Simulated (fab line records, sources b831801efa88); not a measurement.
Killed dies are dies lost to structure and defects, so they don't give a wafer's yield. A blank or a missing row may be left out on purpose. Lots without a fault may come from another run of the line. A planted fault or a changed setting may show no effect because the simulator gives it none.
Which tool did it? | flow sky130 | 14 lots, 42 wafers sampled, at 2 steps of a route of 708

WHAT THE GAUGES READ, wafer by wafer
SKY_VT_ADJUST_NCORE_TW_MEAS_11. Usual: VT_ADJUST_NCORE_TW 218.7, standard deviation 1.2.
lot  | measured     | on            | VT_ADJUST_NCORE_TW | flag
L324 | day 8 20:34  | film_metro-04 | 220.4 219.3 220.4  |
L326 | day 9 03:07  | film_metro-04 | 219.3 218.1 219.5  |
L325 | day 9 07:04  | film_metro-02 | 219.8 219.4 219.3  |
L327 | day 9 15:54  | film_metro-04 | 220.3 218.9 218.8  |
L329 | day 10 03:44 | film_metro-01 | 216.7 216.9 216.7  |
L332 | day 10 21:58 | film_metro-02 | 219.2 218.9 218.6  |
L334 | day 11 17:52 | film_metro-02 | 253.7 251.6 251.3  | OFF
L335 | day 11 21:01 | film_metro-01 | 251.1 249.5 250.2  | OFF
L340 | day 13 05:14 | film_metro-04 | 219.3 219.3 218.4  |
L339 | day 13 05:52 | film_metro-02 | 218.3 218.5 218.8  |
L342 | day 13 17:19 | film_metro-04 | 219.8 219.2 218.9  |
L343 | day 14 00:19 | film_metro-04 | 218.7 219.3 217.9  |
L345 | day 14 19:10 | film_metro-04 | 219.9 218.6 219.3  |
L347 | day 15 08:52 | film_metro-02 | 218.0 217.7 218.0  |

WHICH TOOL RAN EACH LOT (tool, then ch and the chambers of the sampled wafers, then the start)
lot  | SKY_VT_ADJUST_NCORE_IMPLANT_09
L324 | implanter-03 ch 0, day 8 20:20
L326 | implanter-02 ch 0, day 9 02:54
L325 | implanter-02 ch 0, day 9 06:49
L327 | implanter-02 ch 0, day 9 15:39
L329 | implanter-03 ch 0, day 10 03:29
L332 | implanter-01 ch 0, day 10 21:43
L334 | implanter-02 ch 0, day 11 17:37
L335 | implanter-02 ch 0, day 11 20:47
L340 | implanter-01 ch 0, day 13 05:00
L339 | implanter-03 ch 0, day 13 05:37
L342 | implanter-01 ch 0, day 13 17:04
L343 | implanter-01 ch 0, day 14 00:04
L345 | implanter-03 ch 0, day 14 18:55
L347 | implanter-02 ch 0, day 15 08:37
- SKY_VT_ADJUST_NCORE_IMPLANT_09

WHAT THE TOOLS THEMSELVES READ (means of the sampled wafers that have a number; where no wafer has one, the mark that the record gives instead)
SKY_VT_ADJUST_NCORE_IMPLANT_09. Usual: dose_ions_cm2 2.4003e+12, standard deviation 2.9e+09; faraday_current_uA 13.50, standard deviation 0.28.
lot  | tool         | dose_ions_cm2 | faraday_current_uA | flag
L324 | implanter-03 | 2.4037e+12    | 13.40              |
L326 | implanter-02 | 2.4009e+12    | 13.64              |
L325 | implanter-02 | 2.4043e+12    | 13.52              |
L327 | implanter-02 | 2.4018e+12    | 13.84              |
L329 | implanter-03 | 2.4024e+12    | 13.61              |
L332 | implanter-01 | 2.4004e+12    | 13.66              |
L334 | implanter-02 | 3.8665e+12    | 21.70              | OFF
L335 | implanter-02 | 3.8683e+12    | 21.41              | OFF
L340 | implanter-01 | 2.3992e+12    | 13.39              |
L339 | implanter-03 | 2.4013e+12    | 13.50              |
L342 | implanter-01 | 2.3978e+12    | 13.47              |
L343 | implanter-01 | 2.3985e+12    | 13.39              |
L345 | implanter-03 | 2.3998e+12    | 13.55              |
L347 | implanter-02 | 2.3998e+12    | 13.60              |

THE ANSWER, worked out from the rows above alone
Rule: a lot is off if the mean of its wafers that have a number lies more than 3 standard deviations from the usual mean. A lot without any number at a reading at which 4 lots or more have one is off too. The other lots that the step has rows for count as sound. The gauges are gone through in route order, then the tools' own readings, and for those a lot's mean is taken as printed above. The first step at which some lot is off is used, and at that step the reading that is off furthest; a lot without a number counts as furthest.
Off: L334, L335, at SKY_VT_ADJUST_NCORE_TW_MEAS_11 (VT_ADJUST_NCORE_TW).
A tool fits if, at a process step before that reading, it ran every lot that is off, and no sound lot after the first of them. The gauges at SKY_VT_ADJUST_NCORE_TW_MEAS_11 aren't tried: what is off there is off at SKY_VT_ADJUST_NCORE_IMPLANT_09 too, on other tools, and a gauge's error can't cause that. None of those tried fits.

WHAT THE SIMULATOR HAD PUT IN
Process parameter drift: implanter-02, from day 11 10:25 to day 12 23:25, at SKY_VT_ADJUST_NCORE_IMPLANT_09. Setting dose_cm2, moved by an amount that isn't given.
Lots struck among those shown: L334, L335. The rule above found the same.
